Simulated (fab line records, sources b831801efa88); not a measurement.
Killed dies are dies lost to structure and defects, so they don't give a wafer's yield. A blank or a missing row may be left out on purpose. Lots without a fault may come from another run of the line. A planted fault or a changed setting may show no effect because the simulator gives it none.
fab line records | flow gf180mcu
record lots=24 wafers=72 last_day=35
route steps=602 shown STI@5 MVSD@73 VT_IMPLANT@111
lots that met no fault: from a run of the same line without faults
start_h: hours from the record's first day to the start of the lot's first wafer shown | wait_h: hours since the lot's step before | " the same as in the row above | L1.1+2: a row that stands for several wafers | - no value, or no start given | * or withheld: withheld | < > ~ a bound
route shown NAME@n: a module of which the file shows steps, and the number in the route of the first | usual: mean/standard deviation of fault-free wafers | same: alike in all rows | chamber/n: place in a boat | sites: the reading at each site | _std_site: their standard deviation | _edge_site: outer sites' mean less inner sites' | radius_mm: how far each site lies from the wafer's centre | mask NAME#n: copy n | behind: the tool/chamber that last shaped the wafer | hold: why the lot was held/for how many hours/how that ended | device: the transistor (n, p or np) that didn't switch | end of line: the same wafers' tests at the end of the route | a step without rows: its recipe alone | killed: dies lost to structure and defects at the first sort, not the wafer's yield | map: a wafer's dies, x killed, . not, _ none there
set.NAME: the setting as run; set.NAME@STEP: as run at that earlier step | model.NAME: the simulator's own value behind a step, which no gauge read
steps of the route over a sample of lots; a table a step, a row a wafer
## steps
# step GF_STI_THK_MEAS_04
# recipe reads=Si3N4_of_STI_CVD_03
# usual STI_CVD_03_THK=207.7/1.3
# columns lot.wafer tool chamber start_h wait_h STI_CVD_03_THK[nm]
L074.1 film_metro-01 - 13.99 0.0 207.9
L074.2 " - " " 208.1
L074.4 " - " " 206.7
L075.1 film_metro-01 - 18.56 0.0 208.9
L075.5 " - " " 206.4
L075.6 " - " " 207.5
L076.1 film_metro-03 - 23.56 0.0 204.9
L076.3 " - " " 206.8
L076.6 " - " " 205.2
L077.2 film_metro-01 - 29.41 0.0 205.7
L077.3 " - " " 205.9
L077.4 " - " " 205.8
L078.1 film_metro-01 - 34.55 0.0 207.7
L078.2 " - " " 208.9
L078.3 " - " " 207.3
L079.1 film_metro-03 - 38.56 0.0 208.0
L079.4 " - " " 207.4
L079.5 " - " " 207.5
L080.1 film_metro-01 - 43.81 0.0 207.3
L080.3 " - " " 206.7
L080.4 " - " " 206.6
L081.2 film_metro-04 - 48.60 0.0 210.1
L081.3 " - " " 209.2
L081.5 " - " " 210.6
L082.1 film_metro-03 - 53.56 0.0 207.8
L082.2 " - " " 209.3
L082.4 " - " " 209.7
L083.1 film_metro-03 - 60.18 0.0 209.5
L083.5 " - " " 206.7
L083.6 " - " " 207.3
L084.4 film_metro-01 - 63.59 0.0 208.7
L084.5 " - " " 207.8
L084.6 " - " " 209.5
L085.1 film_metro-03 - 70.79 0.0 207.7
L085.2 " - " " 209.7
L085.6 " - " " 207.5
L086.3 film_metro-01 - 73.58 0.0 206.6
L086.4 " - " " 209.4
L086.6 " - " " 209.5
L087.1 film_metro-04 - 78.66 0.0 208.2
L087.4 " - " " 209.4
L087.6 " - " " 210.5
L088.2 film_metro-03 - 84.97 0.0 209.1
L088.4 " - " " 208.8
L088.6 " - " " 208.5
L089.2 film_metro-03 - 88.57 0.0 209.3
L089.3 " - " " 208.2
L089.4 " - " " 208.3
L090.3 film_metro-04 - 93.58 0.0 208.6
L090.4 " - " " 209.3
L090.5 " - " " 207.9
L091.1 film_metro-03 - 98.56 0.0 208.4
L091.5 " - " " 208.0
L091.6 " - " " 207.1
L092.1 film_metro-01 - 105.39 0.0 207.4
L092.2 " - " " 206.9
L092.5 " - " " 204.3
L093.2 film_metro-01 - 109.63 0.0 208.2
L093.4 " - " " 208.2
L093.6 " - " " 207.7
L094.1 film_metro-04 - 113.57 0.0 206.5
L094.5 " - " " 207.7
L094.6 " - " " 208.4
L095.1 film_metro-04 - 118.66 0.0 207.9
L095.3 " - " " 208.8
L095.4 " - " " 208.9
L096.1 film_metro-01 - 123.56 0.0 207.6
L096.5 " - " " 205.6
L096.6 " - " " 206.7
L097.1 film_metro-04 - 128.56 0.0 206.2
L097.2 " - " " 207.2
L097.4 " - " " 205.3
# step GF_STI_THK_MEAS_24
# recipe reads=SiO2_of_STI_CVD_23
# usual STI_CVD_23_THK=647/6.7
# columns lot.wafer tool chamber start_h wait_h STI_CVD_23_THK[nm]
L074.1 film_metro-01 - 28.35 0.0 644
L074.2 " - " " 652
L074.4 " - " " 649
L075.1 film_metro-03 - 32.20 0.0 644
L075.5 " - " " 648
L075.6 " - " " 647
L076.1 film_metro-03 - 38.00 0.0 649
L076.3 " - " " 654
L076.6 " - " " 650
L077.2 film_metro-04 - 44.30 0.0 639
L077.3 " - " " 641
L077.4 " - " " 632
L078.1 film_metro-03 - 49.22 0.0 647
L078.2 " - " " 639
L078.3 " - " " 640
L079.1 film_metro-03 - 53.86 0.0 650
L079.4 " - " " 646
L079.5 " - " " 652
L080.1 film_metro-04 - 58.85 0.0 649
L080.3 " - " " 643
L080.4 " - " " 650
L081.2 film_metro-04 - 63.67 0.0 659
L081.3 " - " " 639
L081.5 " - " " 640
L082.1 film_metro-03 - 69.29 0.0 638
L082.2 " - " " 631
L082.4 " - " " 648
L083.1 film_metro-01 - 75.95 0.0 642
L083.5 " - " " 654
L083.6 " - " " 642
L084.4 film_metro-01 - 78.57 0.0 644
L084.5 " - " " 656
L084.6 " - " " 646
L085.1 film_metro-04 - 87.04 0.0 642
L085.2 " - " " 646
L085.6 " - " " 638
L086.3 film_metro-01 - 89.66 0.1 642
L086.4 " - " " 651
L086.6 " - " " 655
L087.1 film_metro-04 - 95.00 0.0 650
L087.4 " - " " 653
L087.6 " - " " 650
L088.2 film_metro-04 - 102.97 0.0 653
L088.4 " - " " 657
L088.6 " - " " 656
L089.2 film_metro-01 - 105.59 0.0 641
L089.3 " - " " 655
L089.4 " - " " 660
L090.3 film_metro-04 - 110.28 0.1 643
L090.4 " - " " 649
L090.5 " - " " 650
L091.1 film_metro-01 - 115.40 0.0 643
L091.5 " - " " 652
L091.6 " - " " 656
L092.1 film_metro-01 - 122.73 0.1 651
L092.2 " - " " 652
L092.5 " - " " 664
L093.2 film_metro-01 - 127.48 0.1 638
L093.4 " - " " 643
L093.6 " - " " 643
L094.1 film_metro-03 - 131.26 0.0 650
L094.5 " - " " 641
L094.6 " - " " 658
L095.1 film_metro-01 - 136.14 0.0 652
L095.3 " - " " 642
L095.4 " - " " 646
L096.1 film_metro-01 - 141.43 0.0 639
L096.5 " - " " 649
L096.6 " - " " 650
L097.1 film_metro-03 - 146.14 0.0 651
L097.2 " - " " 653
L097.4 " - " " 649
# step GF_STI_THK_MEAS_30
# recipe reads=SiO2_of_STI_OXIDATION_29
# usual STI_OXIDATION_02_THK=10.00/0.19
# columns lot.wafer tool chamber start_h wait_h STI_OXIDATION_02_THK[nm]
L074.1 film_metro-01 - 30.70 0.0 10.02
L074.2 " - " " 10.34
L074.4 " - " " 10.24
L075.1 film_metro-04 - 34.96 0.0 10.22
L075.5 " - " " 10.22
L075.6 " - " " 10.30
L076.1 film_metro-04 - 41.31 0.0 10.00
L076.3 " - " " 9.99
L076.6 " - " " 9.97
L077.2 film_metro-04 - 46.65 0.0 9.97
L077.3 " - " " 9.78
L077.4 " - " " 9.72
L078.1 film_metro-01 - 52.60 0.0 10.17
L078.2 " - " " 10.23
L078.3 " - " " 10.29
L079.1 film_metro-03 - 56.23 0.0 10.28
L079.4 " - " " 10.25
L079.5 " - " " 10.19
L080.1 film_metro-04 - 61.72 0.0 10.22
L080.3 " - " " 10.27
L080.4 " - " " 10.12
L081.2 film_metro-01 - 67.36 0.0 9.70
L081.3 " - " " 9.67
L081.5 " - " " 9.61
L082.1 film_metro-04 - 72.91 0.0 10.01
L082.2 " - " " 9.89
L082.4 " - " " 9.92
L083.1 film_metro-01 - 78.34 0.0 10.32
L083.5 " - " " 10.29
L083.6 " - " " 10.28
L084.4 film_metro-03 - 81.33 0.0 9.97
L084.5 " - " " 10.07
L084.6 " - " " 10.04
L085.1 film_metro-04 - 89.40 0.0 10.05
L085.2 " - " " 9.87
L085.6 " - " " 9.93
L086.3 film_metro-04 - 92.01 0.0 9.98
L086.4 " - " " 9.78
L086.6 " - " " 9.79
L087.1 film_metro-04 - 97.91 0.0 9.94
L087.4 " - " " 9.84
L087.6 " - " " 9.95
L088.2 film_metro-01 - 106.19 0.0 10.19
L088.4 " - " " 10.05
L088.6 " - " " 10.06
L089.2 film_metro-03 - 108.10 0.0 9.78
L089.3 " - " " 9.81
L089.4 " - " " 10.00
L090.3 film_metro-01 - 112.94 0.0 10.06
L090.4 " - " " 10.26
L090.5 " - " " 9.94
L091.1 film_metro-04 - 117.93 0.0 9.76
L091.5 " - " " 9.90
L091.6 " - " " 9.82
L092.1 film_metro-03 - 125.08 0.0 9.70
L092.2 " - " " 9.82
L092.5 " - " " 9.82
L093.2 film_metro-01 - 129.95 0.0 10.04
L093.4 " - " " 10.13
L093.6 " - " " 9.91
L094.1 film_metro-01 - 133.62 0.0 9.89
L094.5 " - " " 9.67
L094.6 " - " " 9.72
L095.1 film_metro-01 - 138.80 0.0 9.86
L095.3 " - " " 9.80
L095.4 " - " " 9.95
L096.1 film_metro-03 - 143.78 0.0 9.80
L096.5 " - " " 9.84
L096.6 " - " " 10.05
L097.1 film_metro-01 - 148.48 0.0 10.05
L097.2 " - " " 10.02
L097.4 " - " " 9.93
# step GF_MVSD_OVL_MEAS_07
# usual MVSD_OVL=-0.7/1.2
# columns lot.wafer tool chamber start_h wait_h MVSD_OVL[nm]
L074.1 overlay-02 - 85.90 - -0.6
L074.2 " - " " -2.3
L074.4 " - " " -1.8
L075.1 overlay-02 - 90.40 - -0.5
L075.5 " - " " -1.1
L075.6 " - " " -1.5
L076.1 overlay-02 - 97.60 - -1.1
L076.3 " - " " -1.1
L076.6 " - " " -1.4
L077.2 overlay-02 - 103.21 - -2.2
L077.3 " - " " -0.8
L077.4 " - " " -1.8
L078.1 overlay-01 - 109.85 - 0.5
L078.2 " - " " 0.4
L078.3 " - " " 0.0
L079.1 overlay-02 - 113.75 - 0.4
L079.4 " - " " 0.8
L079.5 " - " " -2.5
L080.1 overlay-01 - 120.65 - -3.0
L080.3 " - " " 1.0
L080.4 " - " " -0.6
L081.2 overlay-02 - 125.87 - 1.2
L081.3 " - " " -1.1
L081.5 " - " " 0.8
L082.1 overlay-01 - 133.80 - -0.4
L082.2 " - " " -0.8
L082.4 " - " " -1.8
L083.1 overlay-01 - 139.45 - 0.6
L083.5 " - " " 1.1
L083.6 " - " " -0.2
L084.4 overlay-02 - 141.78 - -1.4
L084.5 " - " " -0.9
L084.6 " - " " -0.3
L085.1 overlay-02 - 152.05 - -0.4
L085.2 " - " " 1.8
L085.6 " - " " -2.0
L086.3 overlay-02 - 155.21 - 0.7
L086.4 " - " " -0.2
L086.6 " - " " 1.1
L087.1 overlay-02 - 161.60 - -1.7
L087.4 " - " " -2.0
L087.6 " - " " -1.9
L088.2 overlay-02 - 171.26 - -0.8
L088.4 " - " " -3.0
L088.6 " - " " -1.0
L089.2 overlay-02 - 173.75 - -1.7
L089.3 " - " " 0.7
L089.4 " - " " -0.6
L090.3 overlay-02 - 178.92 - -0.1
L090.4 " - " " -0.5
L090.5 " - " " 0.9
L091.1 overlay-02 - 183.15 - -0.3
L091.5 " - " " 1.4
L091.6 " - " " -1.8
L092.1 overlay-02 - 192.71 - -0.7
L092.2 " - " " 0.1
L092.5 " - " " -1.1
L093.2 overlay-02 - 197.15 - -1.8
L093.4 " - " " -2.1
L093.6 " - " " -1.4
L094.1 overlay-02 - 200.70 - -2.9
L094.5 " - " " -3.1
L094.6 " - " " -5.4
L095.1 overlay-01 - 207.46 - 0.0
L095.3 " - " " -0.7
L095.4 " - " " 0.3
L096.1 overlay-02 - 213.10 - -0.2
L096.5 " - " " -2.0
L096.6 " - " " -0.9
L097.1 overlay-02 - 219.25 - 0.3
L097.2 " - " " 0.0
L097.4 " - " " -1.4
# step GF_VT_IMPLANT_TW_MEAS_21
# usual VT_IMPLANT_2_TW=1200/6.5
# columns lot.wafer tool chamber start_h wait_h VT_IMPLANT_2_TW
L074.1 film_metro-03 - 132.57 0.1 1208
L074.2 " - " " 1202
L074.4 " - " " 1195
L075.1 film_metro-01 - 137.49 0.1 1191
L075.5 " - " " 1192
L075.6 " - " " 1193
L076.1 film_metro-01 - 144.55 0.1 1194
L076.3 " - " " 1199
L076.6 " - " " 1196
L077.2 film_metro-02 - 151.05 0.1 1210
L077.3 " - " " 1208
L077.4 " - " " 1214
L078.1 film_metro-03 - 158.59 0.1 1196
L078.2 " - " " 1188
L078.3 " - " " 1199
L079.1 film_metro-03 - 163.52 0.1 1190
L079.4 " - " " 1196
L079.5 " - " " 1195
L080.1 film_metro-01 - 170.56 0.1 1199
L080.3 " - " " 1202
L080.4 " - " " 1197
L081.2 film_metro-03 - 175.70 0.1 1190
L081.3 " - " " 1194
L081.5 " - " " 1193
L082.1 film_metro-02 - 184.24 0.1 1207
L082.2 " - " " 1213
L082.4 " - " " 1206
L083.1 film_metro-02 - 191.40 0.1 1201
L083.5 " - " " 1207
L083.6 " - " " 1206
L084.4 film_metro-01 - 192.75 0.1 1194
L084.5 " - " " 1197
L084.6 " - " " 1198
L085.1 film_metro-03 - 204.56 0.1 1198
L085.2 " - " " 1203
L085.6 " - " " 1191
L086.3 film_metro-02 - 208.06 0.1 1205
L086.4 " - " " 1212
L086.6 " - " " 1208
L087.1 film_metro-03 - 214.89 0.1 1196
L087.4 " - " " 1199
L087.6 " - " " 1194
L088.2 film_metro-03 - 224.40 0.1 1197
L088.4 " - " " 1200
L088.6 " - " " 1208
L089.2 film_metro-03 - 228.75 0.1 1205
L089.3 " - " " 1202
L089.4 " - " " 1206
L090.3 film_metro-03 - 232.86 0.1 1203
L090.4 " - " " 1205
L090.5 " - " " 1205
L091.1 film_metro-03 - 239.49 0.1 1203
L091.5 " - " " 1207
L091.6 " - " " 1200
L092.1 film_metro-02 - 249.39 0.1 1210
L092.2 " - " " 1205
L092.5 " - " " 1209
L093.2 film_metro-02 - 253.75 0.1 1201
L093.4 " - " " 1208
L093.6 " - " " 1206
L094.1 film_metro-01 - 258.84 0.1 1197
L094.5 " - " " 1192
L094.6 " - " " 1193
L095.1 film_metro-01 - 265.72 0.1 1188
L095.3 " - " " 1197
L095.4 " - " " 1198
L096.1 film_metro-03 - 271.74 0.1 1201
L096.5 " - " " 1200
L096.6 " - " " 1204
L097.1 film_metro-01 - 277.84 0.1 1189
L097.2 " - " " 1196
L097.4 " - " " 1194
# step GF_VT_IMPLANT_OVL_MEAS_29
# usual VT_IMPLANT_02_OVL=-0.3/1.4
# columns lot.wafer tool chamber start_h wait_h VT_IMPLANT_02_OVL[nm]
L074.1 overlay-02 - 148.85 0.1 -2.5
L074.2 " - " " -0.6
L074.4 " - " " 0.0
L075.1 overlay-02 - 153.75 0.1 2.3
L075.5 " - " " 1.7
L075.6 " - " " -0.3
L076.1 overlay-02 - 161.03 0.1 -1.4
L076.3 " - " " -1.7
L076.6 " - " " -1.4
L077.2 overlay-02 - 167.29 0.1 0.1
L077.3 " - " " -0.2
L077.4 " - " " -1.8
L078.1 overlay-02 - 174.76 0.1 -0.5
L078.2 " - " " 0.5
L078.3 " - " " -0.8
L079.1 overlay-01 - 179.85 0.1 -1.3
L079.4 " - " " -1.8
L079.5 " - " " -1.9
L080.1 overlay-02 - 186.85 0.1 -1.7
L080.3 " - " " -2.5
L080.4 " - " " -1.7
L081.2 overlay-02 - 193.02 0.1 -1.3
L081.3 " - " " 0.2
L081.5 " - " " 0.7
L082.1 overlay-01 - 201.61 0.1 -0.6
L082.2 " - " " 0.7
L082.4 " - " " 0.4
L083.1 overlay-02 - 209.00 0.1 -1.7
L083.5 " - " " -1.5
L083.6 " - " " -3.6
L084.4 overlay-02 - 210.33 0.1 -0.7
L084.5 " - " " -0.9
L084.6 " - " " 0.0
L085.1 overlay-02 - 222.65 0.1 1.4
L085.2 " - " " 1.1
L085.6 " - " " 0.9
L086.3 overlay-02 - 226.52 0.1 -1.4
L086.4 " - " " -1.8
L086.6 " - " " -2.0
L087.1 overlay-01 - 233.20 0.1 0.3
L087.4 " - " " 0.4
L087.6 " - " " 0.4
L088.2 overlay-01 - 242.84 0.1 -0.2
L088.4 " - " " 0.6
L088.6 " - " " -0.5
L089.2 overlay-02 - 246.81 0.1 -1.4
L089.3 " - " " -2.6
L089.4 " - " " -0.6
L090.3 overlay-01 - 251.79 0.1 0.8
L090.4 " - " " 0.9
L090.5 " - " " 0.0
L091.1 overlay-01 - 259.18 0.1 0.2
L091.5 " - " " -2.6
L091.6 " - " " -1.8
L092.1 overlay-02 - 268.96 0.1 -1.5
L092.2 " - " " 1.4
L092.5 " - " " -1.4
L093.2 overlay-02 - 272.76 0.1 1.8
L093.4 " - " " -0.4
L093.6 " - " " -1.1
L094.1 overlay-02 - 278.83 0.1 0.3
L094.5 " - " " 0.1
L094.6 " - " " -0.8
L095.1 overlay-01 - 284.61 0.1 1.1
L095.3 " - " " -0.1
L095.4 " - " " 2.2
L096.1 overlay-01 - 292.26 0.2 0.4
L096.5 " - " " 2.4
L096.6 " - " " 1.6
L097.1 overlay-01 - 297.90 0.1 2.4
L097.2 " - " " 2.3
L097.4 " - " " 0.4
## key
fault none
